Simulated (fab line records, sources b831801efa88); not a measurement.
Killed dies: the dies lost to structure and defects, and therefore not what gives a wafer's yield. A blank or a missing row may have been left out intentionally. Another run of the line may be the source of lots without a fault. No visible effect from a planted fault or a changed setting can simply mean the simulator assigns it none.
Which of the tools did it? :: flow gf180mcu :: 7 lots, 21 wafers sampled, at 5 steps of a route of 602

WHAT THE GAUGES SHOWED, per wafer
GF_V5_CD_MEAS_14: target cd 260 nm.
lot: L848
measured: day 27 14:33
on: cd-sem-02
cd-nm (nm): 261.7 261.2 261.0

lot: L850
measured: day 28 09:35
on: cd-sem-01
cd-nm (nm): 260.4 259.0 260.5

lot: L852
measured: day 29 03:01
on: cd-sem-01
cd-nm (nm): 259.9 260.9 259.9

lot: L855
measured: day 29 19:47
on: cd-sem-01
cd-nm (nm): 262.4 261.2 262.2

lot: L856
measured: day 30 14:44
on: cd-sem-01
cd-nm (nm): 259.4 260.3 260.1

lot: L864
measured: day 32 12:01
on: cd-sem-01
cd-nm (nm): 294.7 294.2 293.9

lot: L866
measured: day 33 00:59
on: cd-sem-01
cd-nm (nm): 260.0 261.1 261.1

EACH LOT AND THE TOOL THAT RAN IT (in order: tool; ch and the chambers of the sampled wafers; start)
lot: L848
GF_MIM_CVD_05: pecvd-03 ch 0,2, day 24 22:36
GF_MIM_SPUTTER_08: pvd-sputter-02, day 24 22:44
GF_MIM_STRIP_20: plasma-asher-04 ch 0,1, day 25 20:18
GF_V5_EXPOSE_11: krf-scanner-01 ch 0, day 27 05:10

lot: L850
GF_MIM_CVD_05: pecvd-04 ch 0,1,2, day 25 18:19
GF_MIM_SPUTTER_08: pvd-sputter-03, day 25 18:27
GF_MIM_STRIP_20: plasma-asher-03 ch 0,1, day 26 14:54
GF_V5_EXPOSE_11: krf-scanner-02 ch 0, day 27 23:48

lot: L852
GF_MIM_CVD_05: pecvd-02 ch 0,1,2, day 26 12:47
GF_MIM_SPUTTER_08: pvd-sputter-02, day 26 12:56
GF_MIM_STRIP_20: plasma-asher-01 ch 0,1, day 27 09:39
GF_V5_EXPOSE_11: krf-scanner-02 ch 0, day 28 17:35

lot: L855
GF_MIM_CVD_05: pecvd-04 ch 0,1,2, day 27 08:59
GF_MIM_SPUTTER_08: pvd-sputter-02, day 27 09:08
GF_MIM_STRIP_20: plasma-asher-03 ch 0,1, day 28 03:42
GF_V5_EXPOSE_11: krf-scanner-01 ch 0, day 29 10:17

lot: L856
GF_MIM_CVD_05: pecvd-02 ch 0,1,2, day 28 05:15
GF_MIM_SPUTTER_08: pvd-sputter-02, day 28 05:23
GF_MIM_STRIP_20: plasma-asher-04 ch 0,1, day 29 01:00
GF_V5_EXPOSE_11: krf-scanner-01 ch 0, day 30 06:08

lot: L864
GF_MIM_CVD_05: pecvd-02 ch 0,1, day 30 05:32
GF_MIM_SPUTTER_08: pvd-sputter-04, day 30 05:40
GF_MIM_STRIP_20: plasma-asher-01 ch 0,1, day 30 23:45
GF_V5_EXPOSE_11: krf-scanner-01 ch 0, day 32 03:24

lot: L866
GF_MIM_CVD_05: pecvd-04 ch 1,2, day 30 20:01
GF_MIM_SPUTTER_08: pvd-sputter-04, day 30 20:09
GF_MIM_STRIP_20: plasma-asher-04 ch 0,1, day 31 13:39
GF_V5_EXPOSE_11: krf-scanner-02 ch 0, day 32 16:45
- GF_MIM_CVD_05: deposits Si3N4, target thk 42 nm, time 29.086 s.
- GF_MIM_SPUTTER_08: material AlCu, target thk 200 nm, time 10.6 s.
- GF_MIM_STRIP_20: strips in O2/N2.
- GF_V5_EXPOSE_11: exposes mask Via5, target cd 260 nm.

THE ANSWER, worked out from the rows above alone
Rule: the usual values come from the lots themselves. The widest of any qualifying gaps counts: lots, ordered by their means at a reading, are off when they make up no more than a third of the lots, leave a main group of 4 or more, and stand apart from it by 3 or more times the standard deviation of that group's means. If all means in a main group match to the digits the tables above print for the reading, that group is not used. Also off: a lot with no number at a reading for which 4 or more lots have one. Any other lot the step has rows for is counted as sound.
Off at GF_V5_CD_MEAS_14 (cd-nm): L864. The main group: mean 260.7 nm, standard deviation 0.73.
A tool fits if, at a process step before that reading, it ran every lot that is off, and no sound lot after the first of them. Gauges at GF_V5_CD_MEAS_14: tried the same way as those tools. Can't be told from this: 3 tools fit, pecvd-02 at GF_MIM_CVD_05, plasma-asher-01 at GF_MIM_STRIP_20, krf-scanner-01 at GF_V5_EXPOSE_11.

WHAT THE SIMULATOR HAD INSERTED
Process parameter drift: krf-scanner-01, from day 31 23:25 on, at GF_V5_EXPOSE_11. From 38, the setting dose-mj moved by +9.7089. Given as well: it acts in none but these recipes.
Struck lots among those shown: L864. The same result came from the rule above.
